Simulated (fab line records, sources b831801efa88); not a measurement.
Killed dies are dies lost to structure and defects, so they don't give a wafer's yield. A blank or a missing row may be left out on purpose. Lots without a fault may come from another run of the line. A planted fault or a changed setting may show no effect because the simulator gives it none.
Problem report in the 8D (eight disciplines) form, filled by code | flow sfq_line | the parts of the form that need people (team, actions taken, sign-off) are left out

1. THE PROBLEM
rf_fwd_power_W at SFQ_TRILAYER_I3_VIA_BARC_OPEN_VIA_ETCH_121 reads a mean of 293.4 W on 1 wafer of 1 lot; wafers without a fault read 494.4 W with a standard deviation of 2.6. That is -77 standard deviations from the usual mean.
The step: etches BARC in O2, target depth 125 nm, time 41.7 s.
First seen on wafer L158.6, day 48 19:50, on rie_diel-02. The record holds 39 wafers of 13 lots with a number at this step. Rule for "out", or "out of limits": more than 4 standard deviations from the usual mean. The other wafers with a number count as sound.

2. WHAT IT IS AND WHAT IT IS NOT
question                    | is                | is not
which readings at this step | rf_fwd_power_W    | drypump_motor_current_A, oes_product_au
which lots                  | L158              | L145, L146, L147, L148, L149, L151, L154, L155, L156, L157, L167, L168
which wafers of those lots  | L158.6            | L158.3, L158.4
read on which tools         | rie_diel-02       | rie_diel-03, rie_diel-04
when                        | from day 48 19:50 | up to then (32 sound wafers); but 6 sound wafers of L167, L168 came after

3. SUSPECTS, AND WHAT RULES EACH OUT
Counting: a tool at a process step up to the reading stays a suspect if it ran every lot that is out. Sound lots after the first of them don't rule it out here, since some wafers of a struck lot are sound.
- rie_metal-02 at SFQ_TRILAYER_M1_STRIP_STRIP_043 (strips in O2): kept. It ran the lot that is out, L158 (day 23 13:55); its last sound lot up to then is L156 (day 22 03:59).
- rie_diel-02 at SFQ_TRILAYER_I3_VIA_BARC_OPEN_VIA_ETCH_121 (etches BARC in O2, target depth 125 nm, time 41.7 s): kept. It ran the lot that is out, L158 (day 48 19:50); its last sound lot up to then is L157 (day 48 15:02). Its own readings are out on those wafers: rf_fwd_power_W.
- Within rie_diel-02 at SFQ_TRILAYER_I3_VIA_BARC_OPEN_VIA_ETCH_121: the wafers that are out ran in chamber 2; their sound lot-mates ran in chambers 0, 1.
Left after counting: rie_metal-02 at SFQ_TRILAYER_M1_STRIP_STRIP_043, rie_diel-02 at SFQ_TRILAYER_I3_VIA_BARC_OPEN_VIA_ETCH_121.

4. THE CAUSE (what the simulator had put in)
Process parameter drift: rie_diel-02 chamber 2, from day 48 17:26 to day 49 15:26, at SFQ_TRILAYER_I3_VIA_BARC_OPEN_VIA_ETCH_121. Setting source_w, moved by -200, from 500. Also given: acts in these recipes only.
Counting left 2 suspects, and this tool is among them.

5. THE CHAIN OF EFFECTS, in route order
Each row: a reading whose mean over the struck wafers that have a number lies more than 3 standard deviations from the usual. Only readings for which the record gives a usual standard deviation are gone through. hours: the time from each lot's start at the first step in this table that gives one to its start at this step, as a median over the lots. sigmas: the change in usual standard deviations.
hours | step                                       | reading        | usual   | on struck wafers | change | sigmas
0     | SFQ_TRILAYER_I3_VIA_BARC_OPEN_VIA_ETCH_121 | rf_fwd_power_W | 494.4 W | 293.4            | -201.0 | -77
The process steps in it:
- SFQ_TRILAYER_I3_VIA_BARC_OPEN_VIA_ETCH_121: etches BARC in O2, target depth 125 nm, time 41.7 s.

6. WHAT WOULD HAVE CAUGHT IT SOONER
In this record the first reading out of limits was taken at day 48 19:50, 2 hours after the fault began at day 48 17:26.
